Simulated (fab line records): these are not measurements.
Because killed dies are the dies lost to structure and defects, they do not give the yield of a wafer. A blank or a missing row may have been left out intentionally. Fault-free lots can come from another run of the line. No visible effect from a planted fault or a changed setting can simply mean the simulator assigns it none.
Struck lot and sound lot, side by side + flow sky130 + 43 steps out of a route of 708
Sound: wafers L485.3, L485.4, L485.6. Wafers L491.2, L491.3, L491.5 were the ones struck. The cause is given at the end.
For every step that has rows: the tool of each side, followed by ch and its chambers, followed by its first start. Under that, the readings that differ: sound wafers + struck wafers + difference of the means + sigmas: that difference in standard deviations of wafers without a fault.
alike: readings with means less than 2 such deviations apart, plus words and numbers identical on both sides. not compared: withheld readings, readings lacking a value on some wafer, bounds such as >300 that could conceal the same value, and numbers that have no deviation in the record and whose values overlap.
A row with sigmas, a row that says differs or no value, or rows on one side alone: a step with any of these is where the two part. Numbers that have no deviation but don't overlap get no sigmas and don't part them. Lack of a reading on every wafer of one side parts them only where that side has two or more wafers.

SKY_FIELD_ISO_THK_MEAS_02:
  sound: film_metro-04 at day 2 20:22; struck: film_metro-03 at day 4 02:05
  alike: FIELD_ISO_OXIDATION_00_THK
then, 1 step without rows for these wafers: SKY_FIELD_ISO_CVD_03 (deposits Si3N4 from DCS/NH3, target thk 165 nm, time 2830 s).
SKY_FIELD_ISO_THK_MEAS_04:
  sound: film_metro-03 at day 2 23:38; struck: film_metro-01 at day 4 04:31
  alike: FIELD_ISO_CVD_03_THK
then, 8 steps without rows for these wafers: SKY_FIELD_ISO_DEHYDRATE_05 (time 60 s); SKY_FIELD_ISO_HMDS_06 (prime time 60 s); SKY_FIELD_ISO_COAT_07 (resist thk 60 nm); SKY_FIELD_ISO_COAT_08 (resist thk 450 nm); SKY_FIELD_ISO_SOFTBAKE_09 (time 90 s); SKY_FIELD_ISO_EXPOSE_10 (exposes mask FOM, target cd 150 nm); SKY_FIELD_ISO_PEB_11; SKY_FIELD_ISO_DEVELOP_12 (develop time 60 s).
SKY_FIELD_ISO_CD_MEAS_13 targets a cd of 150 nm.
  sound: cd_sem-01 at day 3 14:36; struck: cd_sem-01 at day 4 22:02
  alike: cd_nm
SKY_FIELD_ISO_ETCH_14: etches BARC in N2/H2, stops on SiO2, time 45.9 s, target depth 60 nm.
  sound on rie_diel-03 ch 0,1,2, day 3 14:41; struck on rie_diel-03 ch 0,1,2, day 4 22:08
  alike: drypump_motor_current_A, n2_flow_sccm, oes_product_au, throttle_valve_pct
  not compared: rf_hours_counter_h
SKY_FIELD_ISO_ETCH_15: etches the open film in CHF3/O2, stops on Si, target depth 180 nm, time 72 s.
  sound on rie_diel-03 ch 0,1,2, day 3 14:44; struck on rie_diel-03 ch 0,1,2, day 4 22:11
  alike: drypump_motor_current_A, oes_product_au, throttle_valve_pct
  not compared: rf_hours_counter_h
SKY_FIELD_ISO_STRIP_16: strips in O2/N2.
  sound on plasma_asher-04 ch 0,1, day 3 14:49; struck on plasma_asher-01 ch 0,1, day 4 22:14
| reading                     | sound       | struck      | difference | sigmas |
|-----------------------------|-------------|-------------|------------|--------|
| drypump_motor_current_A (A) | 5.2 5.9 5.2 | 6.7 5.8 6.7 | +1.0       | +2     |
  alike: n2_flow_sccm, o2_flow_sccm, oes_product_au, strip_time_to_endpoint_s
  not compared: rf_hours_counter_h
SKY_FIELD_ISO_ETCH_17: etches Si in HBr/Cl2/O2, target depth 342 nm, time 97.7 s.
  sound on rie_si-02 ch 1,3, day 3 14:53; struck on rie_si-01 ch 0,2,3, day 4 22:20
  alike: drypump_motor_current_A, oes_product_au, throttle_valve_pct
  not compared: rf_hours_counter_h
then, 5 steps without rows for these wafers: SKY_FIELD_ISO_WET_ETCH_18 (etches Si3N4 in H3PO4, target depth 25 nm, time 286 s); SKY_FIELD_ISO_CLEAN_19 (cleans in SC1/SC2, time 150 s); SKY_FIELD_ISO_CLEAN_20 (cleans in dHF, time 20 s); SKY_FIELD_ISO_WET_ETCH_21 (etches SiO2 in dHF, target depth 20 nm, time 400 s); SKY_FIELD_ISO_OXIDATION_22 (stabilise 600 s, purge 300 s, target thk 10 nm).
SKY_FIELD_ISO_THK_MEAS_23:
  sound: film_metro-01 at day 3 20:52; struck: film_metro-01 at day 5 00:02
  alike: FIELD_ISO_OXIDATION_01_THK
then, 1 step without rows for these wafers: SKY_FIELD_ISO_CVD_24 (deposits SiO2, target thk 595 nm, time 99.2 s).
SKY_FIELD_ISO_THK_MEAS_25:
  sound: film_metro-03 at day 3 21:00; struck: film_metro-03 at day 5 00:10
  alike: FIELD_ISO_CVD_24_THK
then, 1 step without rows for these wafers: SKY_FIELD_ISO_ANNEAL_26 (time 1800 s).
SKY_FIELD_ISO_CMP_27: polishes, stops on Si3N4, t overpolish 16 s, target thk 457.8 nm.
  sound on cmp-02 ch 0,2,3, day 3 23:38; struck on cmp-01 ch 0,2,3, day 5 02:58
  alike: motor_current_A, overpolish_run_s, platen_rpm, time_to_endpoint_s
then, 5 steps without rows for these wafers: SKY_FIELD_ISO_WET_ETCH_28 (etches SiO2 in dHF, target depth 23.7 nm, time 47 s); SKY_FIELD_ISO_WET_ETCH_29 (etches Si3N4 in H3PO4, target depth 160 nm, time 1825 s); SKY_FIELD_ISO_WET_ETCH_30 (etches SiO2 in dHF, target depth 25 nm, time 50 s); SKY_NWELL_CLEAN_00 (cleans in SC1/SC2, time 150 s); SKY_NWELL_OXIDATION_01 (stabilise 600 s, purge 300 s, target thk 10 nm).
SKY_NWELL_THK_MEAS_02:
  sound: film_metro-03 at day 4 02:16; struck: film_metro-03 at day 5 05:11
  alike: NWELL_OXIDATION_THK
then, 8 steps without rows for these wafers: SKY_DNWELL_DEHYDRATE_00 (time 60 s); SKY_DNWELL_HMDS_01 (prime time 60 s); SKY_DNWELL_COAT_02 (resist thk 3000 nm); SKY_DNWELL_SOFTBAKE_03; SKY_DNWELL_EXPOSE_04 (exposes mask DNM, target cd 3000 nm); SKY_DNWELL_PEB_05; SKY_DNWELL_DEVELOP_06 (develop time 60 s); SKY_DNWELL_IMPLANT_07.
SKY_DNWELL_STRIP_08: strips in O2/N2.
  sound on plasma_asher-02 ch 0,1, day 4 18:51; struck on plasma_asher-02 ch 0,1, day 5 23:02
  alike: drypump_motor_current_A, n2_flow_sccm, o2_flow_sccm, oes_product_au, strip_time_to_endpoint_s
  not compared: rf_hours_counter_h
SKY_DNWELL_TW_MEAS_09:
  sound: film_metro-01 at day 4 18:56; struck: film_metro-03 at day 5 23:09
  alike: DNWELL_TW
-- the record jumps here: 43 days lie between the struck wafers' starts before and after (it left off in module DNWELL and takes up again in module PAD_OPEN, whose first step shown is number 708 of the route) --
SKY_PAD_OPEN_PROBE_99:
  sound: prober-01 at day 47 13:41; struck: prober-02 at day 48 22:08
| reading             | sound    | struck                                                                     | difference                   | sigmas |
|---------------------|----------|----------------------------------------------------------------------------|------------------------------|--------|
| hold                | - - -    | await_dispo/1.3h/release await_dispo/1.3h/release await_dispo/1.3h/release | no value on the sound wafers |        |
| killed_at_front_end | 12 9 13  | 63 71 54                                                                   | +51                          | +11    |
| killed_dies         | 78 74 75 | 132 134 120                                                                | +53                          | +6     |
  alike: killed_at_M0_to_M3, killed_at_M4_up, killed_at_contacts, killed_at_other, killed_open, killed_short

WHERE THEY PART
First at SKY_FIELD_ISO_STRIP_16; last, within this record, at SKY_PAD_OPEN_PROBE_99.

WHY: whatever the simulator had introduced
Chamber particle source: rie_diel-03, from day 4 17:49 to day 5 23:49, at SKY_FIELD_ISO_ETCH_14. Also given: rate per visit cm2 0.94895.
